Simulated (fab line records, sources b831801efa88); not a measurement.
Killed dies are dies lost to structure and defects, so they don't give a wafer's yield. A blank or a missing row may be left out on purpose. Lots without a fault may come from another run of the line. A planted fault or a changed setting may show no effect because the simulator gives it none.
One fault seen from 2 desks | flow sfq_line | each desk has only its own numbers; what lay behind them comes last

THE METROLOGY DESK
What the gauges read, lot by lot, whatever tool the lot ran on: means of the sampled wafers that have a number. A lot is out of limits, marked OUT, if its mean lies more than 4 standard deviations from the usual mean; the brackets give that distance.
Columns: A = C5_OVL at SFQ_C5_OVL_MEAS_937, usual 2 nm; B = M6_NB_RS at SFQ_M6_RS_MEAS_938, usual 0.886 ohm/sq; C = M6_OVL at SFQ_M6_OVL_MEAS_940, usual 2 nm
lot  | first seen here | A  | B     | C
L425 | day 61 09:41    | -1 | 0.900 | 7
L426 | day 61 10:58    | 5  | 0.879 | 1
L428 | day 61 21:49    | 2  | 0.899 | -4
L429 | day 62 02:38    | 2  | 0.882 | 9
L430 | day 62 18:13    | -1 | 0.865 | 1
L434 | day 64 11:46    | -3 | 0.881 | 1
L435 | day 65 04:27    | 3  | 0.883 | 6
This desk's finding: nothing out of limits on any of the 7 lots.

THE TOOL OWNER'S DESK: krf_scanner-01
The tool's own readings at SFQ_TRILAYER_M6_LITHO_EXPOSE_160 (exposes mask M6, target cd 500 nm): means of the sampled wafers that have a number, for each lot that ran on this tool. A lot is out of limits, marked OUT, if its mean lies more than 4 standard deviations from the usual mean; the brackets give that distance.
Columns: A = exposure_dose_mJ_cm2 at SFQ_TRILAYER_M6_LITHO_EXPOSE_160, usual 14.403; B = reticle_temp_C at SFQ_TRILAYER_M6_LITHO_EXPOSE_160, usual 23.03 C; C = stage_vel_mm_s at SFQ_TRILAYER_M6_LITHO_EXPOSE_160, usual 500.05 mm/s
lot  | first seen here | A                | B     | C
L425 | day 66 04:29    | 14.404           | 23.11 | 500.01
L426 | day 66 06:53    | 14.407           | 23.05 | 500.26
L428 | day 66 17:41    | 14.684 (+22) OUT | 23.05 | 500.15
L429 | day 66 22:53    | 14.671 (+21) OUT | 22.85 | 499.90
L430 | day 67 09:17    | 14.666 (+20) OUT | 23.02 | 499.82
This desk's finding: out of limits on L428, L429, L430; first on L428, day 66 17:41 (exposure_dose_mJ_cm2 at SFQ_TRILAYER_M6_LITHO_EXPOSE_160). In limits: L425, L426.

PUT TOGETHER
The tool owner's desk could have raised an alarm at day 66 17:41, on L428, L429, L430.
The metrology desk saw nothing out of limits.
The metrology desk has L428, L429, L430 on record, within its limits.
Of the lots named, all ran SFQ_TRILAYER_M6_LITHO_EXPOSE_160 on krf_scanner-01.

WHAT THE SIMULATOR HAD PUT IN
Process parameter drift: krf_scanner-01, from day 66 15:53 on, at SFQ_TRILAYER_M6_LITHO_EXPOSE_160. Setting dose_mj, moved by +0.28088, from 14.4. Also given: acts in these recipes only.
Lots struck among those shown: L428, L429, L430.
Hours from the fault's start to each desk's first reading out of limits: the tool owner's desk, 2.
